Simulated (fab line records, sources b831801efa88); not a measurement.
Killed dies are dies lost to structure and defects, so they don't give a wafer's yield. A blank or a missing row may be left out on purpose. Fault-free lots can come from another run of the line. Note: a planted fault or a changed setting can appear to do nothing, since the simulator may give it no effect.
One fault through the eyes of 2 desks / flow gf180mcu / each desk holds nothing but its own numbers, with what lay behind them at the end

AT THE TOOL OWNER'S DESK: krf-scanner-02
The tool's own readings at GF_V4_EXPOSE_11 (exposes mask Via4, target cd 260 nm): means of the sampled wafers that have a number, for each lot that ran on this tool. Any lot whose mean is over 4 standard deviations away from the usual mean is out of limits and marked OUT; that distance is given in the brackets.
Columns: A = reticle-temp-C at GF_V4_EXPOSE_11, usual 22.97 C
lot=L931; first seen here=day 23 18:28; A=22.93
lot=L932; first seen here=day 24 01:43; A=22.92
lot=L934; first seen here=day 24 18:41; A=22.98
lot=L936; first seen here=day 25 13:02; A=22.98
lot=L943; first seen here=day 27 21:41; A=23.01
Finding of this desk: none of the 5 lots has anything out of limits.

METROLOGY DESK
Lot by lot, what the gauges showed, no matter which tool ran the lot: averages of those sampled wafers that carry a number. Any lot whose mean is over 4 standard deviations away from the usual mean is out of limits and marked OUT; that distance is given in the brackets.
Columns: A = cd-nm at GF_V4_CD_MEAS_14, usual 259.7 nm; B = MIM_ALCU_THK at GF_MIM_THK_MEAS_11, usual 199.7 nm
lot=L931; first seen here=day 24 05:19; A=260.2; B=195.3
lot=L932; first seen here=day 24 12:14; A=259.1; B=201.7
lot=L933; first seen here=day 24 23:02; A=259.3; B=198.1
lot=L934; first seen here=day 25 05:40; A=259.4; B=197.2
lot=L935; first seen here=day 25 14:52; A=259.1; B=204.8
lot=L936; first seen here=day 25 23:55; A=261.5; B=200.6
lot=L937; first seen here=day 26 09:14; A=258.8; B=200.0
lot=L943; first seen here=day 28 06:44; A=263.1; B=201.6
lot=L949; first seen here=day 30 10:16; A=258.6; B=199.8
Finding of this desk: none of the 9 lots has anything out of limits.

BROUGHT TOGETHER
Nothing out of limits was seen by the tool owner's desk.
Nothing out of limits was seen by the metrology desk.

WHAT THE SIMULATOR HAD INSERTED
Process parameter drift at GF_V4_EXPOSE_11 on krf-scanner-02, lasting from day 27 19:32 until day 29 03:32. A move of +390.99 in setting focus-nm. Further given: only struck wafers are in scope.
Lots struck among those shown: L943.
